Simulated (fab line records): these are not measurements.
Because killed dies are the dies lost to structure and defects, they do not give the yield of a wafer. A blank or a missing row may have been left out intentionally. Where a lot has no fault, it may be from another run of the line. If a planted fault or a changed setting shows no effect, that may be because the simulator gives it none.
fab line records	flow sfq-line
[record] lots = 5	wafers = 23
route steps=325 shown I6@274 M7@285 I7@300 M8@313
start-h: start of the lot's first displayed wafer, in hours after the record's first day	wait-h: how many hours have passed since the lot's step before this one	" the same as in the row above	L1.1+2: a single row standing in for several wafers	- either no value or no given start	* or withheld: withheld	< > ~ a bound
route shown NAME@n: a module of which the file shows steps, and the number in the route of the first	usual: mean/standard deviation of fault-free wafers	same: alike in all rows	chamber/n: place in a boat	sites: per-site readings	_std_site: standard deviation across them	_edge_site: inner sites' mean taken away from outer sites' mean	radius-mm: for every site, how far away it sits from the centre of the wafer	mask NAME#n: copy n	behind: the tool/chamber that last shaped the wafer	hold: what put the lot on hold/how long, in hours/how the hold closed	device: names the non-switching transistor (n, p or np)	end of line: the same wafers' tests at the end of the route	step lacking rows: just its recipe	killed: dies lost to structure and defects at the first sort, not the wafer's yield	map: per-die view of a wafer (x killed, . not killed, _ where there is no die)
set.NAME: the setting the step ran with; set.NAME@STEP: the setting that earlier step ran with	model.NAME: the simulator's own value behind a step, which no gauge read
lots where settings were altered on purpose, with a table for each step and a row for each wafer
[[steps]]
[step SFQ_TRILAYER_I6_VIA_LITHO_PEB_172]
[recipe] peb-temp-c = 115	peb-time-s = 60	resist = KrF
lot.wafer	tool	chamber	start-h	wait-h	set.peb-temp-c
L075.1+2+3	litho-track-03	0	1583.27	1.0	117.4
L075.4+5	"	0	"	"	115
L076.1+2+4	litho-track-01	0	1585.67	1.0	115
L076.5+6	"	0	"	"	112.3
L077.1+2+5	litho-track-01	0	1643.22	1.0	113
L077.3+4	"	0	"	"	115
L082.2+3+4	litho-track-04	0	1762.70	0.8	113.8
L082.5+6	"	0	"	"	115
L083.2+3+6	litho-track-01	0	1862.14	0.8	115
[step SFQ_TRILAYER_I6_VIA_LITHO_DEVELOP_171]
[recipe] time-s = 60	resist = KrF
[step SFQ_TRILAYER_I6_VIA_BARC_OPEN_VIA_ETCH_235]
[recipe] mask-material = PR	chemistry = O2	target-depth-nm = 125	target = BARC	source-w = 500	bias-w = 80	pressure-mtorr = 30	time-s = 41.7
lot.wafer	tool	chamber	start-h	wait-h	set.resist-thk-nm@TRILAYER_I6_VIA_LITHO_COAT_169	set.peb-temp-c@TRILAYER_I6_VIA_LITHO_PEB_172	model.I6.cd-nm	model.KrF_of_TRILAYER_I6_VIA_LITHO_COAT_169.thk-nm
L075.1	rie-diel-04	3	1583.61	0.0	621.5	117.4	740.8	543.3
L075.2	"	1	"	"	621.5	117.4	742.6	544.4
L075.3	"	0	"	"	650	117.4	740.4	570.7
L075.4	"	2	"	"	621.5	115	702.7	541.6
L075.5	"	0	"	"	650	115	699.4	571
L076.1	rie-diel-03	2	1586.01	0.0	650	115	698.7	572.8
L076.2	"	0	"	"	650	115	699.9	571.6
L076.4	"	2	"	"	650	115	699	573.9
L076.5	"	0	"	"	650	112.3	646	572.5
L076.6	"	1	"	"	650	112.3	644	572.5
L077.1	rie-diel-01	0	1643.56	0.0	629.1	113	660	549.6
L077.2	"	3	"	"	629.1	113	660.4	552.2
L077.3	"	1	"	"	650	115	698.1	573.4
L077.4	"	2	"	"	629.1	115	697.2	552.4
L077.5	"	1	"	"	650	113	657.3	573
L082.2	rie-diel-03	2	1763.01	0.0	650	113.8	677.8	575.9
L082.3	"	1	"	"	676.2	113.8	678.9	600.9
L082.4	"	3	"	"	650	113.8	678.4	576.7
L082.5	"	2	"	"	650	115	700.8	574.7
L082.6	"	1	"	"	676.2	115	700	602.7
L083.2	rie-diel-01	0	1862.45	0.0	650	115	701.7	575.4
L083.3	"	3	"	"	650	115	701.3	573.2
L083.6	"	0	"	"	650	115	701.7	575.1
[step SFQ_TRILAYER_M7_LITHO_COAT_182]
[recipe] resist = BARC	spin-rpm = 3000	resist-thk-nm = 62
lot.wafer	tool	chamber	start-h	wait-h	set.resist-thk-nm	model.BARC_of_TRILAYER_M7_LITHO_COAT_182.thk-nm
L075.1	litho-track-02	0	1584.84	0.1	59.97	60.04
L075.2	"	0	"	"	59.97	59.89
L075.3	"	0	"	"	62	61.95
L075.4	"	0	"	"	62	61.94
L075.5	"	0	"	"	62	61.87
L076.1	litho-track-01	0	1587.44	0.1	60.27	60.64
L076.2	"	0	"	"	62	62.13
L076.4	"	0	"	"	62	62.43
L076.5	"	0	"	"	62	62.32
L076.6	"	0	"	"	60.27	60.52
L077.1	litho-track-04	0	1644.96	0.1	62	61.83
L077.2	"	0	"	"	62	62.05
L077.3	"	0	"	"	62	62.23
L077.4	"	0	"	"	62	61.95
L077.5	"	0	"	"	62	62.01
L082.2	litho-track-04	0	1764.29	0.1	59.74	59.74
L082.3	"	0	"	"	62	61.99
L082.4	"	0	"	"	62	62.18
L082.5	"	0	"	"	62	62.05
L082.6	"	0	"	"	59.74	59.76
L083.2	litho-track-04	0	1864.35	0.1	62	61.83
L083.3	"	0	"	"	62	61.93
L083.6	"	0	"	"	62	61.62
[step SFQ_TRILAYER_M7_LITHO_EXPOSE_178]
[recipe] mask-id = M7	na = 0.6	source-shape = conventional	sigma-outer = 0.65	target-cd-nm = 500	dose-mj = 14.4
lot.wafer	tool	chamber	start-h	wait-h	mask	set.dose-mj
L075.1+2+3+4+5	krf-scanner-02	0	1607.22	-	M7#0	14.4
L076.1+4	krf-scanner-02	0	1612.02	-	M7#0	14.77
L076.2+5+6	"	0	"	"	M7#0	14.4
L077.1+2+3+4+5	krf-scanner-02	0	1649.22	-	M7#0	14.4
L082.2+3	krf-scanner-01	0	1767.06	-	M7#0	14.4
L082.4+5+6	"	0	"	"	M7#0	13.65
L083.2+3+6	krf-scanner-01	0	1867.53	-	M7#0	14.4
[step SFQ_TRILAYER_M7_LITHO_PEB_180]
[recipe] peb-temp-c = 115	peb-time-s = 61.88	resist = KrF
[step SFQ_TRILAYER_M7_LITHO_DEVELOP_179]
[recipe] time-s = 60	resist = KrF
[step SFQ_TRILAYER_M7_BARC_OPEN_METAL_ETCH_229]
[recipe] mask-material = PR	chemistry = O2	target-depth-nm = 125	target = BARC	icp-w = 600	bias-w = 80	pressure-mtorr = 10	time-s = 41.7
[usual] oes-product-au = 0.686/0.004
lot.wafer	tool	chamber	start-h	wait-h	set.resist-thk-nm@TRILAYER_M7_LITHO_COAT_182	set.dose-mj@TRILAYER_M7_LITHO_EXPOSE_178	oes-product-au	model.M7.cd-nm
L075.1	rie-metal-02	1	1608.76	0.0	59.97	14.4	0.675	493.8
L075.2	"	0	"	"	59.97	14.4	0.671	494.8
L075.3	"	1	"	"	62	14.4	0.690	491.7
L075.4	"	0	"	"	62	14.4	0.686	494.5
L075.5	"	0	"	"	62	14.4	0.683	495.2
L076.1	rie-metal-04	0	1613.56	0.0	60.27	14.77	0.672	489.9
L076.2	"	0	"	"	62	14.4	0.681	494.1
L076.4	"	0	"	"	62	14.77	0.684	490.4
L076.5	"	0	"	"	62	14.4	0.692	494
L076.6	"	0	"	"	60.27	14.4	0.670	492.4
L077.1	rie-metal-02	0	1650.76	0.0	62	14.4	0.686	494.4
L077.2	"	0	"	"	62	14.4	0.680	495
L077.3	"	0	"	"	62	14.4	0.691	495.4
L077.4	"	0	"	"	62	14.4	0.680	494.9
L077.5	"	0	"	"	62	14.4	0.688	494.1
L082.2	rie-metal-04	0	1768.39	0.0	59.74	14.4	0.670	497.3
L082.3	"	0	"	"	62	14.4	0.683	496.7
L082.4	"	1	"	"	62	13.65	0.682	507.7
L082.5	"	1	"	"	62	13.65	0.690	507
L082.6	"	0	"	"	59.74	13.65	0.667	505.8
L083.2	rie-metal-04	0	1868.87	0.0	62	14.4	0.688	494.8
L083.3	"	1	"	"	62	14.4	0.687	495.2
L083.6	"	0	"	"	62	14.4	0.686	495.3
[step SFQ_TRILAYER_M7_ETCH_METAL_ETCH_180]
[recipe] target = Nb	stop-on = SiO2	mask-material = PR	chemistry = Cl2/Ar	target-depth-nm = 240	icp-w = 600	bias-w = 80	pressure-mtorr = 10	time-s = 120
lot.wafer	tool	chamber	start-h	wait-h	set.time-s	set.dose-mj@TRILAYER_M7_LITHO_EXPOSE_178	model.KrF_of_TRILAYER_M7_LITHO_COAT_177.thk-nm	model.M7.cd-nm
L075.1	rie-metal-02	1	1608.82	0.0	120	14.4	382	492
L075.2	"	0	"	"	113.6	14.4	386	494.1
L075.3	"	1	"	"	120	14.4	383.4	489.5
L075.4	"	0	"	"	113.6	14.4	388	493.6
L075.5	"	0	"	"	120	14.4	381.5	493.6
L076.1	rie-metal-04	0	1613.68	0.1	120	14.77	383.7	489.2
L076.2	"	0	"	"	126.6	14.4	380	494.1
L076.4	"	0	"	"	126.6	14.77	376.6	489.6
L076.5	"	0	"	"	120	14.4	384	493.5
L076.6	"	0	"	"	120	14.4	384.4	491.3
L077.1	rie-metal-02	0	1650.88	0.1	111.2	14.4	389.8	494.2
L077.2	"	0	"	"	120	14.4	378.4	494.6
L077.3	"	0	"	"	111.2	14.4	387.5	494.6
L077.4	"	0	"	"	120	14.4	380.8	494.5
L077.5	"	0	"	"	111.2	14.4	388.3	493.4
L082.2	rie-metal-04	0	1768.45	0.0	120	14.4	389.8	497.9
L082.3	"	0	"	"	120	14.4	388.2	496.8
L082.4	"	1	"	"	120	13.65	385.7	506.2
L082.5	"	1	"	"	120	13.65	385.7	506.3
L082.6	"	0	"	"	120	13.65	389.7	506
L083.2	rie-metal-04	0	1868.93	0.0	120	14.4	384.9	496.3
L083.3	"	1	"	"	120	14.4	380.9	494.3
L083.6	"	0	"	"	120	14.4	384.3	496.3
[step SFQ_TRILAYER_I7_VIA_LITHO_COAT_192]
[recipe] resist = BARC	spin-rpm = 3000	resist-thk-nm = 62
lot.wafer	tool	chamber	start-h	wait-h	set.spin-rpm	model.BARC_of_TRILAYER_I7_VIA_LITHO_COAT_192.thk-nm
L075.1	litho-track-04	0	1636.09	1.0	3000	61.85
L075.2	"	0	"	"	3000	61.84
L075.3	"	0	"	"	3000	62.24
L075.4	"	0	"	"	3000	61.88
L075.5	"	0	"	"	3000	61.9
L076.1	litho-track-02	0	1645.67	1.0	2879	63.29
L076.2	"	0	"	"	3000	61.84
L076.4	"	0	"	"	2879	63.2
L076.5	"	0	"	"	3000	61.83
L076.6	"	0	"	"	2879	63.31
L077.1	litho-track-02	0	1686.69	1.1	3000	62.02
L077.2	"	0	"	"	2798	64.25
L077.3	"	0	"	"	3000	62.04
L077.4	"	0	"	"	3000	61.98
L077.5	"	0	"	"	2798	64.4
L082.2	litho-track-02	0	1773.80	0.8	3000	62.13
L082.3	"	0	"	"	3000	61.9
L082.4	"	0	"	"	2889	63.17
L082.5	"	0	"	"	3000	62.1
L082.6	"	0	"	"	2889	62.99
L083.2	litho-track-02	0	1875.28	0.8	3000	61.66
L083.3	"	0	"	"	3000	61.72
L083.6	"	0	"	"	3000	61.69
[step SFQ_TRILAYER_I7_VIA_LITHO_PEB_190]
[recipe] peb-temp-c = 115	peb-time-s = 60	resist = KrF
lot.wafer	tool	chamber	start-h	wait-h	set.peb-temp-c
L075.1+2+5	litho-track-03	0	1645.62	1.0	116.8
L075.3+4	"	0	"	"	115
L076.1+2+4	litho-track-04	0	1651.62	1.0	113.2
L076.5+6	"	0	"	"	115
L077.1+2+3	litho-track-03	0	1690.26	1.0	114
L077.4+5	"	0	"	"	115
L082.2+5+6	litho-track-02	0	1801.48	0.8	115
L082.3+4	"	0	"	"	113.6
L083.2+3+6	litho-track-03	0	1878.16	0.8	115
[step SFQ_TRILAYER_I7_VIA_LITHO_DEVELOP_189]
[recipe] time-s = 60	resist = KrF
[step SFQ_TRILAYER_I7_VIA_BARC_OPEN_VIA_ETCH_260]
[recipe] mask-material = PR	chemistry = O2	target-depth-nm = 125	target = BARC	source-w = 500	bias-w = 80	pressure-mtorr = 30	time-s = 41.7
lot.wafer	tool	chamber	start-h	wait-h	set.spin-rpm@TRILAYER_I7_VIA_LITHO_COAT_192	set.peb-temp-c@TRILAYER_I7_VIA_LITHO_PEB_190	model.I7.cd-nm	model.etch.depth-nm
L075.1	rie-diel-04	1	1645.96	0.0	3000	116.8	1027	-
L075.2	"	0	"	"	3000	116.8	1029	-
L075.3	"	2	"	"	3000	115	998.3	62.24
L075.4	"	3	"	"	3000	115	998.7	-
L075.5	"	1	"	"	3000	116.8	1030	61.9
L076.1	rie-diel-02	1	1651.96	0.0	2879	113.2	965.4	-
L076.2	"	3	"	"	3000	113.2	965.9	-
L076.4	"	0	"	"	2879	113.2	966.5	63.2
L076.5	"	0	"	"	3000	115	1002	-
L076.6	"	1	"	"	2879	115	1000	-
L077.1	rie-diel-04	1	1690.60	0.0	3000	114	979.8	-
L077.2	"	0	"	"	2798	114	979.1	64.25
L077.3	"	3	"	"	3000	114	979.4	62.04
L077.4	"	2	"	"	3000	115	997.8	-
L077.5	"	2	"	"	2798	115	998.3	-
L082.2	rie-diel-03	0	1801.79	0.0	3000	115	1002	-
L082.3	"	2	"	"	3000	113.6	977.3	-
L082.4	"	3	"	"	2889	113.6	975.4	-
L082.5	"	1	"	"	3000	115	1002	62.1
L082.6	"	2	"	"	2889	115	1003	62.99
L083.2	rie-diel-04	3	1878.47	0.0	3000	115	999.9	61.66
L083.3	"	0	"	"	3000	115	999.4	61.72
L083.6	"	1	"	"	3000	115	998.9	61.69
[step SFQ_TRILAYER_M8_LITHO_COAT_193]
[recipe] resist = KrF	spin-rpm = 3000	resist-thk-nm = 600
lot.wafer	tool	chamber	start-h	wait-h	set.resist-thk-nm	model.KrF_of_TRILAYER_M8_LITHO_COAT_193.thk-nm
L075.1	litho-track-01	0	-	-	600	600.6
L075.2	"	0	"	"	632.6	633.3
L075.3	"	0	"	"	632.6	633.1
L075.4	"	0	"	"	600	599
L075.5	"	0	"	"	600	597.8
L076.1	litho-track-01	0	-	-	600	600.8
L076.2+4	"	0	"	"	600	600.2
L076.5	"	0	"	"	600	600.1
L076.6	"	0	"	"	600	601
L077.1	litho-track-02	0	-	-	600	600.7
L077.2	"	0	"	"	600	599.5
L077.3	"	0	"	"	566.3	564.8
L077.4	"	0	"	"	600	599.4
L077.5	"	0	"	"	566.3	566.7
L082.2	litho-track-03	0	-	-	600	597.6
L082.3	"	0	"	"	566.2	564.5
L082.4	"	0	"	"	600	596.6
L082.5	"	0	"	"	566.2	564.4
L082.6	"	0	"	"	566.2	564
L083.2	litho-track-01	0	-	-	600	599.8
L083.3	"	0	"	"	600	602.7
L083.6	"	0	"	"	600	602.6
[step SFQ_TRILAYER_M8_DEP_EVAP_197]
[recipe] material = Ti	angular-spread-deg = 1	target-thk-nm = 20	time-s = 100	power-w = 2000
lot.wafer	tool	chamber	start-h	wait-h	set.time-s	model.Ti_of_TRILAYER_M8_DEP_EVAP_197.thk-nm
L075.1	pvd-sputter-01	-	1653.15	0.0	100	19.76
L075.2	"	-	"	"	87.55	17.48
L075.3	"	-	"	"	87.55	17.75
L075.4	"	-	"	"	87.55	17.55
L075.5	"	-	"	"	100	19.86
L076.1	pvd-sputter-02	-	1658.95	0.0	100	19.81
L076.2	"	-	"	"	90.47	18
L076.4	"	-	"	"	90.47	18.16
L076.5	"	-	"	"	90.47	18.08
L076.6	"	-	"	"	100	19.82
L077.1	pvd-sputter-01	-	1697.79	0.0	100	19.82
L077.2	"	-	"	"	88.03	17.63
L077.3	"	-	"	"	100	19.85
L077.4	"	-	"	"	88.03	17.78
L077.5	"	-	"	"	88.03	17.59
L082.2	pvd-sputter-02	-	1807.91	0.0	100	20.03
L082.3	"	-	"	"	100	20.33
L082.4	"	-	"	"	100	20.61
L082.5	"	-	"	"	100	20.26
L082.6	"	-	"	"	100	20.24
L083.2	pvd-sputter-01	-	1886.96	0.0	100	20.58
L083.3	"	-	"	"	100	20.69
L083.6	"	-	"	"	100	20.55
[[key]]
[split] step = SFQ_TRILAYER_I6_VIA_LITHO_PEB_172	setting = peb-temp-c	stated = 115	by = wafer
[response] step = SFQ_TRILAYER_I6_VIA_BARC_OPEN_VIA_ETCH_235	reading = model.I6.cd-nm	change = +21.5	per = 1%	r = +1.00
[split] step = SFQ_TRILAYER_M7_LITHO_COAT_182	setting = resist-thk-nm	stated = 62	by = wafer
[response] step = SFQ_TRILAYER_M7_LITHO_COAT_182	reading = model.BARC_of_TRILAYER_M7_LITHO_COAT_182.thk-nm	change = +0.618	per = 1%	r = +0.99
[response] step = SFQ_TRILAYER_M7_BARC_OPEN_METAL_ETCH_229	reading = oes-product-au	change = +0.00451	per = 1%	r = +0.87
[split] step = SFQ_TRILAYER_M7_LITHO_EXPOSE_178	setting = dose-mj	stated = 14.4	by = wafer
[response] step = SFQ_TRILAYER_M7_BARC_OPEN_METAL_ETCH_229	reading = model.M7.cd-nm	change = -1.78	per = 1%	r = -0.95
[response] step = SFQ_TRILAYER_M7_ETCH_METAL_ETCH_180	reading = model.M7.cd-nm	change = -1.64	per = 1%	r = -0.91
[split] step = SFQ_TRILAYER_M7_ETCH_METAL_ETCH_180	setting = time-s	stated = 120	by = wafer
[response] step = SFQ_TRILAYER_M7_ETCH_METAL_ETCH_180	reading = model.KrF_of_TRILAYER_M7_LITHO_COAT_177.thk-nm	change = -1.09	per = 1%	r = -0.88
[split] step = SFQ_TRILAYER_I7_VIA_LITHO_COAT_192	setting = spin-rpm	stated = 3000	by = wafer
[response] step = SFQ_TRILAYER_I7_VIA_LITHO_COAT_192	reading = model.BARC_of_TRILAYER_I7_VIA_LITHO_COAT_192.thk-nm	change = -0.335	per = 1%	r = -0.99
[response] step = SFQ_TRILAYER_I7_VIA_BARC_OPEN_VIA_ETCH_260	reading = model.etch.depth-nm	change = -0.308	per = 1%	r = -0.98
[split] step = SFQ_TRILAYER_I7_VIA_LITHO_PEB_190	setting = peb-temp-c	stated = 115	by = wafer
[response] step = SFQ_TRILAYER_I7_VIA_BARC_OPEN_VIA_ETCH_260	reading = model.I7.cd-nm	change = +21	per = 1%	r = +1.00
[split] step = SFQ_TRILAYER_M8_LITHO_COAT_193	setting = resist-thk-nm	stated = 600	by = wafer
[response] step = SFQ_TRILAYER_M8_LITHO_COAT_193	reading = model.KrF_of_TRILAYER_M8_LITHO_COAT_193.thk-nm	change = +6.05	per = 1%	r = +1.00
[split] step = SFQ_TRILAYER_M8_DEP_EVAP_197	setting = time-s	stated = 100	by = wafer
[response] step = SFQ_TRILAYER_M8_DEP_EVAP_197	reading = model.Ti_of_TRILAYER_M8_DEP_EVAP_197.thk-nm	change = +0.18	per = 1%	r = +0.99
split outside-this-file step=SFQ_TRILAYER_I6_VIA_LITHO_COAT_169 setting=resist-thk-nm
// split outside-this-file: this setting was split too, and the file shows its column; the key of that split is in another file
